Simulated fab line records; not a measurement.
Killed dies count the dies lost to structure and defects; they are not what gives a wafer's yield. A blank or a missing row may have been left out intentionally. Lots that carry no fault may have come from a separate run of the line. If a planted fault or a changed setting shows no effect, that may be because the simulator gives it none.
Split-lot trial + flow sfq-line + 5 lots, 27 wafers read, on a route of 325 steps

== THE SPLIT ITSELF ==
At SFQ_TRILAYER_M0_DEP_SPUTTER_019 (material Nb, target thk 200 nm, time 133.3 s), the setting time-s was moved away from the recipe's 133.3 s on 9 of the 27 wafers read, by -36.1% to +35.5%. This setting was run at the recipe's value on the other wafers.

== FROM THE SPLIT TO THE READING: what the file shows between them, 3 steps ==
- SFQ_M0_RS_MEAS_904: measures by four-point-probe
- SFQ_TRILAYER_M0_LITHO_COAT_026: resist thk 62 nm
- SFQ_TRILAYER_M0_BARC_OPEN_METAL_ETCH_031: etches BARC in O2, target depth 125 nm, time 41.7 s

== THE READING ==
oes-product-au, in a.u., at SFQ_TRILAYER_M0_ETCH_METAL_ETCH_024 (etches Nb in Cl2/Ar, stops on SiO2, target depth 240 nm, time 120 s). Typical for fault-free wafers on this fab line: 0.893 a.u., with standard deviation 0.0074 a.u.

| wafer  | tool, chamber at the split | time-s as run, s | against the recipe | oes-product-au, a.u. | against lot-mates on the recipe |
|--------|----------------------------|------------------|--------------------|----------------------|---------------------------------|
| L074.1 | pvd-sputter-05, -          | 133.3            | recipe             | 0.885                | -                               |
| L074.2 | pvd-sputter-05, -          | 85.17            | -36.1%             | 0.702                | -0.182                          |
| L074.3 | pvd-sputter-05, -          | 133.3            | recipe             | 0.879                | -                               |
| L074.4 | pvd-sputter-05, -          | 85.17            | -36.1%             | 0.712                | -0.172                          |
| L074.5 | pvd-sputter-05, -          | 133.3            | recipe             | 0.889                | -                               |
| L074.6 | pvd-sputter-05, -          | 85.17            | -36.1%             | 0.694                | -0.190                          |
| L076.1 | pvd-sputter-04, -          | 133.3            | recipe             | 0.895                | -                               |
| L076.2 | pvd-sputter-04, -          | 133.3            | recipe             | 0.892                | -                               |
| L076.5 | pvd-sputter-04, -          | 133.3            | recipe             | 0.893                | -                               |
| L078.1 | pvd-sputter-04, -          | 180.6            | +35.5%             | 0.988                | +0.099                          |
| L078.2 | pvd-sputter-04, -          | 133.3            | recipe             | 0.884                | -                               |
| L078.3 | pvd-sputter-04, -          | 133.3            | recipe             | 0.890                | -                               |
| L078.4 | pvd-sputter-04, -          | 133.3            | recipe             | 0.893                | -                               |
| L078.5 | pvd-sputter-04, -          | 180.6            | +35.5%             | 0.998                | +0.109                          |
| L078.6 | pvd-sputter-04, -          | 180.6            | +35.5%             | 0.994                | +0.105                          |
| L083.1 | pvd-sputter-06, -          | 133.3            | recipe             | 0.904                | -                               |
| L083.2 | pvd-sputter-06, -          | 133.3            | recipe             | 0.897                | -                               |
| L083.3 | pvd-sputter-06, -          | 133.3            | recipe             | 0.884                | -                               |
| L083.4 | pvd-sputter-06, -          | 133.3            | recipe             | 0.889                | -                               |
| L083.5 | pvd-sputter-06, -          | 133.3            | recipe             | 0.887                | -                               |
| L083.6 | pvd-sputter-06, -          | 133.3            | recipe             | 0.884                | -                               |
| L084.1 | pvd-sputter-05, -          | 105.4            | -20.9%             | 0.789                | -0.099                          |
| L084.2 | pvd-sputter-05, -          | 105.4            | -20.9%             | 0.795                | -0.093                          |
| L084.3 | pvd-sputter-05, -          | 133.3            | recipe             | 0.899                | -                               |
| L084.4 | pvd-sputter-05, -          | 133.3            | recipe             | 0.883                | -                               |
| L084.5 | pvd-sputter-05, -          | 105.4            | -20.9%             | 0.799                | -0.089                          |
| L084.6 | pvd-sputter-05, -          | 133.3            | recipe             | 0.883                | -                               |

THE FIT
A straight line over all 27 wafers: oes-product-au changes by +0.00407 a.u. for each +1% of time-s; r = +0.97; the points scatter about the line by 0.018 a.u.
The same after taking each lot's own level away (the mean of its wafers on the recipe; 27 wafers): +0.00401 a.u. for each +1%; r = +0.98; scatter 0.017 a.u.
That fit puts the effect of the largest move of time-s on the reading at 0.14 a.u.
The lots' own levels span 0.8843 to 0.8933 a.u., that is 1.2 times the standard deviation above.
Hence the lot-to-lot level has little effect on the slope; both slopes agree.
Check: for one of the wafers moved furthest among these (-36.1%), held out of the fit, the line's prediction against its lot-mates is -0.149 a.u. It came out at -0.182 a.u. against them.

== THE OTHER SPLITS THESE WAFERS WENT THROUGH ==
These wafers also went through other splits before the reading. Each is held against what the fit with the lots' levels taken away leaves over:
| other split on the same wafers                | wafers away from the commonest value | r with oes-product-au (lot level and that fit taken away) |
|-----------------------------------------------|--------------------------------------|-----------------------------------------------------------|
| SFQ_TRILAYER_INCOMING_OXIDATION_002 ox-time-s | 21                                   | +0.33                                                     |
| SFQ_TRILAYER_L0_CAP_PECVD_011 time-s          | 6                                    | +0.04                                                     |

== THE WHOLE CHAIN: every reading that the file lists as answering this split, in the file's order ==
| step                                | what it does                                                        | reading                                                                                   | change (the file's fit)                   | r (the file's) |
|-------------------------------------|---------------------------------------------------------------------|-------------------------------------------------------------------------------------------|-------------------------------------------|----------------|
| SFQ_TRILAYER_M0_DEP_SPUTTER_019     | material Nb, target thk 200 nm, time 133.3 s                        | Nb_of_TRILAYER_M0_DEP_SPUTTER_019.thk-nm (the simulator's own value, which no gauge read) | +1.99 nm for each +1% of the setting      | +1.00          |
| SFQ_M0_RS_MEAS_904                  | measures by four-point-probe                                        | M0_NB_RS                                                                                  | -0.0107 for each +1% of the setting       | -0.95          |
| SFQ_TRILAYER_M0_ETCH_METAL_ETCH_024 | etches Nb in Cl2/Ar, stops on SiO2, target depth 240 nm, time 120 s | oes-product-au                                                                            | +0.00407 a.u. for each +1% of the setting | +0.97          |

== FILE'S OWN FIT ==
oes-product-au changes by +0.00407 a.u. for each +1% of time-s, r = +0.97.
